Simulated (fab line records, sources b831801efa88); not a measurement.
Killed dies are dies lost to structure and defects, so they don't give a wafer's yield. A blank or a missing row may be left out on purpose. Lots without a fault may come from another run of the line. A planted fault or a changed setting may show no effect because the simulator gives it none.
Which tool did it? | flow sfq_line | 13 lots, 39 wafers sampled, at 3 steps of a route of 325

WHAT THE GAUGES READ, wafer by wafer
SFQ_M3_RS_MEAS_919: measures by four-point-probe.
lot  | measured     | on            | M3_NB_RS (ohm/sq)
L924 | day 31 19:45 | film_metro-03 | 0.872 0.880 0.877
L925 | day 32 02:10 | film_metro-04 | 0.891 0.893 0.893
L927 | day 32 13:34 | film_metro-04 | 0.895 0.901 0.897
L930 | day 33 00:07 | film_metro-03 | 0.903 0.903 0.900
L931 | day 34 09:41 | film_metro-03 | 0.892 0.896 0.888
L932 | day 36 01:15 | film_metro-01 | 0.897 0.903 0.905
L933 | day 36 07:02 | film_metro-01 | 0.889 0.893 0.891
L935 | day 37 13:19 | film_metro-01 | 0.889 0.891 0.901
L936 | day 38 07:17 | film_metro-04 | 0.892 0.891 1.222
L942 | day 46 11:34 | film_metro-01 | 0.878 0.887 0.895
L943 | day 46 17:35 | film_metro-04 | 0.887 0.892 0.884
L944 | day 46 21:10 | film_metro-03 | 0.906 0.896 0.904
L946 | day 47 08:07 | film_metro-03 | 0.896 0.901 0.900

WHICH TOOL RAN EACH LOT (tool, then ch and the chambers of the sampled wafers, then the start)
lot  | SFQ_TRILAYER_I1_CMP_CMP_046   | SFQ_TRILAYER_M3_DEP_SPUTTER_073
L924 | cmp-01 ch 0,1,3, day 24 03:59 | pvd_sputter-05, day 31 19:38
L925 | cmp-02 ch 0,1,3, day 24 07:47 | pvd_sputter-05, day 32 02:04
L927 | cmp-02 ch 1,2,3, day 24 13:47 | pvd_sputter-06, day 32 13:28
L930 | cmp-02 ch 0,1,2, day 25 02:08 | pvd_sputter-05, day 32 23:58
L931 | cmp-01 ch 0,1,2, day 26 19:17 | pvd_sputter-06, day 34 09:33
L932 | cmp-02 ch 1,2, day 27 01:17   | pvd_sputter-03, day 36 01:08
L933 | cmp-01 ch 0,3, day 28 20:58   | pvd_sputter-06, day 36 06:56
L935 | cmp-02 ch 0,1,3, day 30 00:53 | pvd_sputter-03, day 37 13:12
L936 | cmp-02 ch 1,2,3, day 30 17:43 | pvd_sputter-06, day 38 07:11
L942 | cmp-01 ch 0,1, day 33 05:19   | pvd_sputter-03, day 46 11:29
L943 | cmp-02 ch 0,1,3, day 33 10:31 | pvd_sputter-05, day 46 17:29
L944 | cmp-02 ch 1,3, day 33 12:02   | pvd_sputter-03, day 46 21:05
L946 | cmp-01 ch 0,3, day 33 22:49   | pvd_sputter-06, day 47 08:01
- SFQ_TRILAYER_I1_CMP_CMP_046: polishes SiO2.
- SFQ_TRILAYER_M3_DEP_SPUTTER_073: material Nb, target thk 200 nm, time 133.3 s.

WHAT THE TOOLS THEMSELVES READ (means of the sampled wafers that have a number; where no wafer has one, the mark that the record gives instead)
SFQ_TRILAYER_I1_CMP_CMP_046.
lot  | tool   | motor_current_A (A) | platen_rpm (rpm) | retaining_ring_pressure_frac | slurry_filter_dp_kPa (kPa) | slurry_flow_ml_min | time_to_endpoint_s (s)
L924 | cmp-01 | 9.0                 | 60.03            | 1.005                        | 13.47                      | 150.3              | 216
L925 | cmp-02 | 9.8                 | 59.98            | 1.000                        | 13.43                      | 149.5              | 219
L927 | cmp-02 | 10.3                | 60.01            | 1.002                        | 13.47                      | 150.2              | 222
L930 | cmp-02 | 11.1                | 59.99            | 0.995                        | 13.59                      | 150.1              | 225
L931 | cmp-01 | 9.9                 | 60.01            | 0.998                        | 13.46                      | 149.7              | 210
L932 | cmp-02 | 11.5                | 60.04            | 1.004                        | 13.60                      | 149.7              | 218
L933 | cmp-01 | 8.6                 | 59.99            | 1.003                        | 13.60                      | 150.1              | 218
L935 | cmp-02 | 9.7                 | 59.97            | 1.001                        | 13.50                      | 150.4              | 209
L936 | cmp-02 | 10.4                | 59.97            | 1.000                        | 13.48                      | 150.4              | 206
L942 | cmp-01 | 9.1                 | 59.98            | 1.001                        | 13.60                      | 150.1              | 210
L943 | cmp-02 | 9.8                 | 60.03            | 0.995                        | 13.48                      | 150.2              | 217
L944 | cmp-02 | 9.4                 | 59.98            | 1.001                        | 13.58                      | 150.1              | 204
L946 | cmp-01 | 8.1                 | 60.00            | 1.002                        | 13.46                      | 149.9              | 214

SFQ_TRILAYER_M3_DEP_SPUTTER_073.
lot  | tool           | base_pressure_pa (Pa) | cathode_dc_power_W (W) | resputter_cathode_voltage_v (V) | substrate_temp_c (C) | throttle_valve_pct (%)
L924 | pvd_sputter-05 | 1.34e-06              | 2000.1                 | 398                             | 20.12                | 30.8
L925 | pvd_sputter-05 | 1.24e-06              | 1999.9                 | 400                             | 19.94                | 30.5
L927 | pvd_sputter-06 | 1.31e-06              | 1999.7                 | 399                             | 20.06                | 30.0
L930 | pvd_sputter-05 | 1.35e-06              | 1999.8                 | 400                             | 19.83                | 30.7
L931 | pvd_sputter-06 | 1.36e-06              | 1999.8                 | 400                             | 20.08                | 29.7
L932 | pvd_sputter-03 | 1.33e-06              | 1999.9                 | 405                             | 20.00                | 29.0
L933 | pvd_sputter-06 | 1.26e-06              | 2000.2                 | 398                             | 20.00                | 29.7
L935 | pvd_sputter-03 | 1.40e-06              | 2000.4                 | 398                             | 19.94                | 29.6
L936 | pvd_sputter-06 | 1.35e-06              | 1826.9                 | 397                             | 20.11                | 29.4
L942 | pvd_sputter-03 | 1.33e-06              | 2000.1                 | 404                             | 20.00                | 30.2
L943 | pvd_sputter-05 | 1.32e-06              | 2000.1                 | 398                             | 20.06                | 30.7
L944 | pvd_sputter-03 | 1.36e-06              | 2000.2                 | 400                             | 20.22                | 28.8
L946 | pvd_sputter-06 | 1.30e-06              | 2000.0                 | 400                             | 19.97                | 29.6

THE ANSWER, worked out from the rows above alone
Rule: what is usual is taken from the lots themselves. Put in order of their means at a reading, lots are off if they are a third of the lots or fewer, leave a main group of 4 or more, and stand apart from it by a gap of 3 or more times the standard deviation of the main group's means; of several such gaps the widest counts. A main group whose means are all the same, to the digits that the tables above print for the reading, isn't used. A lot without any number at a reading at which 4 lots or more have one is off too. The other lots that the step has rows for count as sound. The gauges are gone through in route order, then the tools' own readings, and for those a lot's mean is taken as printed above. The first step at which some lot is off is used, and at that step the reading that is off furthest; a lot without a number counts as furthest.
Off: L936, at SFQ_M3_RS_MEAS_919 (M3_NB_RS). The main group: mean 0.894 ohm/sq, standard deviation 0.0073.
A tool fits if, at a process step before that reading, it ran every lot that is off, and no sound lot after the first of them. The gauges at SFQ_M3_RS_MEAS_919 aren't tried: what is off there is off at SFQ_TRILAYER_M3_DEP_SPUTTER_073 too, on other tools, and a gauge's error can't cause that. None of those tried fits.

WHAT THE SIMULATOR HAD PUT IN
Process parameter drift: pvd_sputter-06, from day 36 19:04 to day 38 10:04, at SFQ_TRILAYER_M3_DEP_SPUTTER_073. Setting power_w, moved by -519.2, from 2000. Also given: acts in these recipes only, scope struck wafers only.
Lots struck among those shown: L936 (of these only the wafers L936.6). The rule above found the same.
